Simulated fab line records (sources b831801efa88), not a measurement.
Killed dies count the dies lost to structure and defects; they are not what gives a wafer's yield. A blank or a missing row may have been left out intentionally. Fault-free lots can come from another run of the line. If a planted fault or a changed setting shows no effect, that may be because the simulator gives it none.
A struck lot beside a sound one / flow gf180mcu / 16 steps out of a route of 602
Sound: wafers L437.2, L437.4, L437.5. Wafers struck: L442.2, L442.5. The cause comes at the end.
For every step that has rows: the tool of each side, followed by ch and its chambers, followed by its first start. Under that, the readings that differ: sound wafers / struck wafers / difference of the means / sigmas: that difference in standard deviations of wafers without a fault.
alike: same words and numbers on both sides, and readings whose means sit less than 2 such deviations apart. not compared: any withheld reading, any reading some wafer has no value for, any bound like >300 that may hide the same value, and any number with overlapping values for which the record gives no deviation.
A row with sigmas, a row that says differs or no value, or rows on one side alone: a step with any of these is where the two part. Numbers that don't overlap but have no deviation are shown without sigmas and don't part them. Lack of a reading on every wafer of one side parts them only where that side has two or more wafers.

GF_M1_SPUTTER_04: material TiN, target thk 50 nm, time 41.7 s.
  sound on pvd_sputter-03 at day 18 04:53; struck on pvd_sputter-03 at day 21 04:25
  alike: chamber_pressure_pa, throttle_valve_pct
GF_M1_RS_MEAS_05: measures by four-point-probe.
  sound on film_metro-02 at day 18 04:57; struck on film_metro-02 at day 21 04:28
  alike: M1_ALCU_RS
GF_M1_THK_MEAS_06: measures by xrf.
  sound on film_metro-02 at day 18 05:04; struck on film_metro-02 at day 21 04:35
  alike: M1_ALCU_THK
then, 7 steps without rows for these wafers: GF_M1_DEHYDRATE_07 (time 60 s); GF_M1_HMDS_08 (prime time 60 s); GF_M1_COAT_09 (resist thk 1000 nm); GF_M1_SOFTBAKE_10 (time 60 s); GF_M1_EXPOSE_11 (exposes mask Metal1, target cd 230 nm); GF_M1_PEB_12 (peb time 90 s); GF_M1_DEVELOP_13 (develop time 60 s).
GF_M1_CD_MEAS_14 targets a cd of 230 nm.
  sound on cd_sem-01 at day 19 04:24; struck on cd_sem-01 at day 22 04:17
reading=cd_nm (nm); sound=232.0 232.4 232.8; struck=229.4 229.4; difference=-3.0; sigmas=-2
GF_M1_OVL_MEAS_15:
  sound on overlay-01 at day 19 04:30; struck on overlay-01 at day 22 04:23
  alike: M1_OVL
GF_M1_METAL_ETCH_16: etches the open film in Cl2/BCl3, stops on SiO2, target depth 750.8 nm, time 125.1 s.
  sound on rie_metal-03 ch 0,1, day 19 04:32; struck on rie_metal-03 ch 0, day 22 04:25
reading=run_length_s (s); sound=153.3 153.0 152.7; struck=139.6 139.3; difference=-13.6; sigmas=-39
reading=model.KrF_of_M1_COAT_09.thk_nm (nm); sound=684.2 685.3 681; struck=719.9 718.5; difference=+35.7; sigmas=
  alike: drypump_motor_current_A, he_backside_leak_sccm, oes_product_au, throttle_valve_pct
  not compared: rf_hours_counter_h
GF_M1_STRIP_17: strips in O2/N2.
  sound on plasma_asher-01 ch 0,1, day 19 04:40; struck on plasma_asher-02 ch 0,1, day 22 04:32
reading=oes_product_au (a.u.); sound=0.536 0.543 0.544; struck=0.553 0.557; difference=+0.014; sigmas=+3
reading=strip_time_to_endpoint_s (s); sound=7.38 7.38 7.36; struck=7.73 7.70; difference=+0.34; sigmas=+5
  alike: drypump_motor_current_A, heater_power_w, platen_temp_c
  not compared: rf_hours_counter_h
then, 1 step without rows for these wafers: GF_M1_STRIP_18 (strips in post etch residue remover, time 1200 s).
-- the record jumps here: 11 days lie between the struck wafers' starts before and after (it left off in module M1 and takes up again in module PASSIVATION, whose first step shown is number 602 of the route) --
GF_PASSIVATION_PROBE_99:
  record: rows for the struck wafers here (prober-01, day 32 23:22), none for the sound ones

## WHERE THEY PART
At GF_M1_CD_MEAS_14 first; at GF_PASSIVATION_PROBE_99 last (within this record only).

WHY: the cause the simulator had injected
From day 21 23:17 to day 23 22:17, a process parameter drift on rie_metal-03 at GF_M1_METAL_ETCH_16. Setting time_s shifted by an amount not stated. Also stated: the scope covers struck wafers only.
